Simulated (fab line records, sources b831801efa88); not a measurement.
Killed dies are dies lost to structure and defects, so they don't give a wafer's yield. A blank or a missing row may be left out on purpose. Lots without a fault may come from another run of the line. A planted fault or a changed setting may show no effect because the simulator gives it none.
Problem report in the 8D (eight disciplines) form, filled by code | flow gf180mcu | the parts of the form that need people (team, actions taken, sign-off) are left out

1. THE PROBLEM
strip_time_to_endpoint_s at GF_HV_LDD_STRIP_22 reads a mean of 14.83 s on 6 wafers of 2 lots; wafers without a fault read 12.64 s with a standard deviation of 0.041. That is +53 standard deviations from the usual mean.
The step: strips in O2/N2.
First seen on wafer L886.1, day 16 18:31, on plasma_asher-04. The record holds 41 wafers of 14 lots with a number at this step. Rule for "out", or "out of limits": more than 4 standard deviations from the usual mean. The other wafers with a number count as sound.

2. WHAT IT IS AND WHAT IT IS NOT
question                    | is                                                      | is not
which readings at this step | strip_time_to_endpoint_s, oes_product_au, platen_temp_c | drypump_motor_current_A
which lots                  | L886, L887                                              | L869, L870, L871, L872, L873, L874, L875, L876, L877, L878, L888, L890
which wafers of those lots  | all that have a number                                  | -
read on which tools         | plasma_asher-04                                         | plasma_asher-01, plasma_asher-02
when                        | from day 16 18:31                                       | up to then (29 sound wafers); but 6 sound wafers of L888, L890 came after

3. SUSPECTS, AND WHAT RULES EACH OUT
Counting: a tool at a process step up to the reading stays a suspect if it ran every lot that is out and no sound lot after the first of them.
- plasma_asher-04 at GF_HV_LDD_STRIP_22 (strips in O2/N2): kept. It ran every lot that is out, first L886 (day 16 18:31), and no sound lot after that; its last sound lot up to then is L877 (day 13 21:58). Its own readings are out on those wafers: oes_product_au, platen_temp_c, strip_time_to_endpoint_s.
Left after counting: plasma_asher-04 at GF_HV_LDD_STRIP_22.

4. THE CAUSE (what the simulator had put in)
Process parameter drift: plasma_asher-04, from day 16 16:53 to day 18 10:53, at GF_HV_LDD_STRIP_22. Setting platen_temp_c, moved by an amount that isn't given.
Counting left only this tool.

5. THE CHAIN OF EFFECTS, in route order
Each row: a reading whose mean over the struck wafers that have a number lies more than 3 standard deviations from the usual. Only readings for which the record gives a usual standard deviation are gone through. hours: the time from each lot's start at the first step in this table that gives one to its start at this step, as a median over the lots. sigmas: the change in usual standard deviations.
hours | step               | reading                  | usual      | on struck wafers | change | sigmas
0     | GF_HV_LDD_STRIP_22 | oes_product_au           | 0.716 a.u. | 0.647            | -0.069 | -16
0     | GF_HV_LDD_STRIP_22 | platen_temp_c            | 250.01 C   | 242.03           | -7.98  | -44
0     | GF_HV_LDD_STRIP_22 | strip_time_to_endpoint_s | 12.64 s    | 14.83            | +2.19  | +53
The process steps in it:
- GF_HV_LDD_STRIP_22: strips in O2/N2.
Later measuring or inspecting steps at which every struck wafer that the step has a row for has a number for every such reading, and none has moved that far: GF_HV_LDD_TW_MEAS_38.

6. WHAT WOULD HAVE CAUGHT IT SOONER
In this record the first reading out of limits was taken at day 16 18:31, 2 hours after the fault began at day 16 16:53.
